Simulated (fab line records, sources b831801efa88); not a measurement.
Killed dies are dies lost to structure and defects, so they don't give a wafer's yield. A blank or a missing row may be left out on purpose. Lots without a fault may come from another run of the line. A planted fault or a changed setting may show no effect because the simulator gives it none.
Which tool did it? | flow sky130 | 6 lots, 18 wafers sampled, at 2 steps of a route of 708

WHAT THE GAUGES READ, wafer by wafer
SKY_LDD_LDN_TW_MEAS_13.
lot  | measured     | on            | LDD_LDN_TW
L976 | day 23 11:58 | film_metro-04 | 1497 1496 1481
L979 | day 24 19:49 | film_metro-02 | 1485 1482 1482
L983 | day 25 23:22 | film_metro-04 | 1488 1497 1497
L985 | day 26 20:48 | film_metro-01 | 1499 1498 1499
L995 | day 30 07:41 | film_metro-01 | 1487 1487 1491
L997 | day 30 17:35 | film_metro-04 | 1496 1502 1500

WHICH TOOL RAN EACH LOT (tool, then ch and the chambers of the sampled wafers, then the start)
lot  | SKY_VT_ADJUST_LVTN_SOFTBAKE_14
L976 | litho_track-02 ch 0, day 7 14:39
L979 | litho_track-03 ch 0, day 8 15:26
L983 | litho_track-02 ch 0, day 9 14:08
L985 | litho_track-01 ch 0, day 10 09:02
L995 | litho_track-01 ch 0, day 12 18:10
L997 | litho_track-03 ch 0, day 13 14:16
- SKY_VT_ADJUST_LVTN_SOFTBAKE_14: time 60 s.

THE ANSWER, worked out from the rows above alone
Rule: what is usual is taken from the lots themselves. Put in order of their means at a reading, lots are off if they are a third of the lots or fewer, leave a main group of 4 or more, and stand apart from it by a gap of 3 or more times the standard deviation of the main group's means; of several such gaps the widest counts. A main group whose means are all the same, to the digits that the tables above print for the reading, isn't used. A lot without any number at a reading at which 4 lots or more have one is off too. The other lots that the step has rows for count as sound.
No lot is off at any reading shown: from this, nothing can be told.

WHAT THE SIMULATOR HAD PUT IN
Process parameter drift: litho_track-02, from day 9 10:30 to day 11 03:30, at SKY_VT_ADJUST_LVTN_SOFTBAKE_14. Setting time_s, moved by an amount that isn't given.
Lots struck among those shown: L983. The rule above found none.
